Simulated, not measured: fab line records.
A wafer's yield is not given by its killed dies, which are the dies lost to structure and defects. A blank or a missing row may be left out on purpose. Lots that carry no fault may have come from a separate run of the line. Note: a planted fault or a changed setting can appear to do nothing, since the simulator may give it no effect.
The tool behind it: which one? / flow sky130 / 39 wafers from 13 lots sampled at 4 of the route's 708 steps

WHAT THE GAUGES SHOWED, per wafer
SKY_NWELL_RS_MEAS_29: measures by four-point-probe. Usual: NWELL_RS typically reads 624.4 ohm/sq, with standard deviation 1.6.
lot=L562; measured=day 5 08:14; on=film_metro-02; NWELL_RS (ohm/sq)=624.7 624.9 625.7; flag=
lot=L563; measured=day 5 14:40; on=film_metro-04; NWELL_RS (ohm/sq)=623.9 624.0 625.0; flag=
lot=L568; measured=day 7 00:22; on=film_metro-04; NWELL_RS (ohm/sq)=626.1 624.9 625.2; flag=
lot=L570; measured=day 7 10:43; on=film_metro-02; NWELL_RS (ohm/sq)=627.0 625.0 624.4; flag=
lot=L576; measured=day 8 20:21; on=film_metro-04; NWELL_RS (ohm/sq)=625.2 623.6 626.2; flag=
lot=L577; measured=day 9 02:15; on=film_metro-02; NWELL_RS (ohm/sq)=626.7 624.9 626.7; flag=
lot=L578; measured=day 9 09:01; on=film_metro-04; NWELL_RS (ohm/sq)=624.0 623.7 623.8; flag=
lot=L579; measured=day 9 14:26; on=film_metro-03; NWELL_RS (ohm/sq)=625.1 625.5 624.3; flag=
lot=L580; measured=day 9 21:35; on=film_metro-03; NWELL_RS (ohm/sq)=623.4 623.5 623.3; flag=
lot=L582; measured=day 10 09:35; on=film_metro-03; NWELL_RS (ohm/sq)=623.5 624.0 623.9; flag=
lot=L583; measured=day 10 18:37; on=film_metro-02; NWELL_RS (ohm/sq)=622.8 623.7 623.6; flag=
lot=L584; measured=day 10 21:41; on=film_metro-03; NWELL_RS (ohm/sq)=622.7 623.5 623.9; flag=
lot=L585; measured=day 11 03:43; on=film_metro-04; NWELL_RS (ohm/sq)=624.6 625.1 624.4; flag=

SKY_LI_CONTACT_BOW_MEAS_03. Usual: LI_CONTACT_BOW typically reads 55 um, with standard deviation 7.1.
lot=L562; measured=day 27 21:34; on=film_metro-04; LI_CONTACT_BOW (um)=53 63 45; flag=
lot=L563; measured=day 28 05:40; on=film_metro-01; LI_CONTACT_BOW (um)=54 44 63; flag=
lot=L568; measured=day 30 09:36; on=film_metro-01; LI_CONTACT_BOW (um)=48 54 64; flag=
lot=L570; measured=day 31 01:11; on=film_metro-04; LI_CONTACT_BOW (um)=71 59 54; flag=
lot=L576; measured=day 32 14:58; on=film_metro-01; LI_CONTACT_BOW (um)=56 55 50; flag=
lot=L577; measured=day 32 23:26; on=film_metro-03; LI_CONTACT_BOW (um)=61 57 68; flag=
lot=L578; measured=day 33 07:23; on=film_metro-03; LI_CONTACT_BOW (um)=61 56 57; flag=
lot=L579; measured=day 33 14:40; on=film_metro-04; LI_CONTACT_BOW (um)=50 59 56; flag=
lot=L580; measured=day 34 01:58; on=film_metro-03; LI_CONTACT_BOW (um)=52 49 61; flag=
lot=L582; measured=day 34 13:58; on=film_metro-03; LI_CONTACT_BOW (um)=54 46 58; flag=
lot=L583; measured=day 35 10:56; on=film_metro-01; LI_CONTACT_BOW (um)=51 54 58; flag=
lot=L584; measured=day 35 11:20; on=film_metro-03; LI_CONTACT_BOW (um)=56 47 57; flag=
lot=L585; measured=day 35 12:18; on=film_metro-03; LI_CONTACT_BOW (um)=57 68 61; flag=

SKY_LI_CONTACT_CD_MEAS_12: target cd 170 nm. Usual: cd_nm at 170.4 nm, with a standard deviation of 1.3.
lot=L562; measured=day 29 01:54; on=cd_sem-02; cd_nm (nm)=171.1 168.8 169.9; flag=
lot=L563; measured=day 29 09:48; on=cd_sem-01; cd_nm (nm)=170.9 171.2 171.0; flag=
lot=L568; measured=day 31 13:44; on=cd_sem-02; cd_nm (nm)=170.6 171.2 171.9; flag=
lot=L570; measured=day 32 04:56; on=cd_sem-01; cd_nm (nm)=170.6 169.9 170.4; flag=
lot=L576; measured=day 33 18:32; on=cd_sem-02; cd_nm (nm)=170.6 169.8 171.1; flag=
lot=L577; measured=day 34 01:34; on=cd_sem-01; cd_nm (nm)=172.8 172.3 172.4; flag=
lot=L578; measured=day 34 09:12; on=cd_sem-02; cd_nm (nm)=168.5 168.4 167.5; flag=
lot=L579; measured=day 34 17:26; on=cd_sem-02; cd_nm (nm)=172.2 172.4 172.6; flag=
lot=L580; measured=day 35 03:48; on=cd_sem-01; cd_nm (nm)=169.3 169.5 170.2; flag=
lot=L582; measured=day 35 16:23; on=cd_sem-02; cd_nm (nm)=173.2 171.3 171.7; flag=
lot=L583; measured=day 36 13:19; on=cd_sem-02; cd_nm (nm)=171.2 171.1 169.6; flag=
lot=L584; measured=day 36 13:39; on=cd_sem-01; cd_nm (nm)=171.5 171.0 170.8; flag=
lot=L585; measured=day 36 14:38; on=cd_sem-01; cd_nm (nm)=172.2 171.3 171.8; flag=

TOOL THAT RAN EACH LOT (tool first, then ch and the chambers of the sampled wafers, then the start)
lot=L562; SKY_LDD_LDN_EXPOSE_04=iline_stepper-01 ch 0, day 22 04:55
lot=L563; SKY_LDD_LDN_EXPOSE_04=iline_stepper-01 ch 0, day 22 12:19
lot=L568; SKY_LDD_LDN_EXPOSE_04=iline_stepper-01 ch 0, day 24 18:42
lot=L570; SKY_LDD_LDN_EXPOSE_04=iline_stepper-01 ch 0, day 25 11:26
lot=L576; SKY_LDD_LDN_EXPOSE_04=iline_stepper-01 ch 0, day 27 03:19
lot=L577; SKY_LDD_LDN_EXPOSE_04=iline_stepper-01 ch 0, day 27 12:20
lot=L578; SKY_LDD_LDN_EXPOSE_04=iline_stepper-01 ch 0, day 27 20:51
lot=L579; SKY_LDD_LDN_EXPOSE_04=iline_stepper-02 ch 0, day 28 05:52
lot=L580; SKY_LDD_LDN_EXPOSE_04=iline_stepper-02 ch 0, day 28 16:41
lot=L582; SKY_LDD_LDN_EXPOSE_04=iline_stepper-01 ch 0, day 29 01:57
lot=L583; SKY_LDD_LDN_EXPOSE_04=iline_stepper-01 ch 0, day 30 04:10
lot=L584; SKY_LDD_LDN_EXPOSE_04=iline_stepper-02 ch 0, day 30 04:53
lot=L585; SKY_LDD_LDN_EXPOSE_04=iline_stepper-01 ch 0, day 30 08:17
- SKY_LDD_LDN_EXPOSE_04: exposes mask LDNTM, target cd 700 nm.

WHAT THE TOOLS THEMSELVES READ (means of the sampled wafers that have a number; where no wafer has one, the mark that the record gives instead)
The record holds no such reading with a usual standard deviation.

THE ANSWER, worked out from the rows above alone
Rule: take the mean of a lot's wafers that have a number; if it is more than 3 standard deviations from the usual mean, the lot is off. A lot without any number at a reading at which 4 lots or more have one is off too. Any other lot the step has rows for is counted as sound. The gauges are gone through in route order, then the tools' own readings, and for those a lot's mean is taken as printed above. At the first step where some lot is off, the reading lying furthest off is the one used; lots without a number count as furthest.
None of the lots is off at any reading shown; this tells nothing.

WHAT THE SIMULATOR PUT IN
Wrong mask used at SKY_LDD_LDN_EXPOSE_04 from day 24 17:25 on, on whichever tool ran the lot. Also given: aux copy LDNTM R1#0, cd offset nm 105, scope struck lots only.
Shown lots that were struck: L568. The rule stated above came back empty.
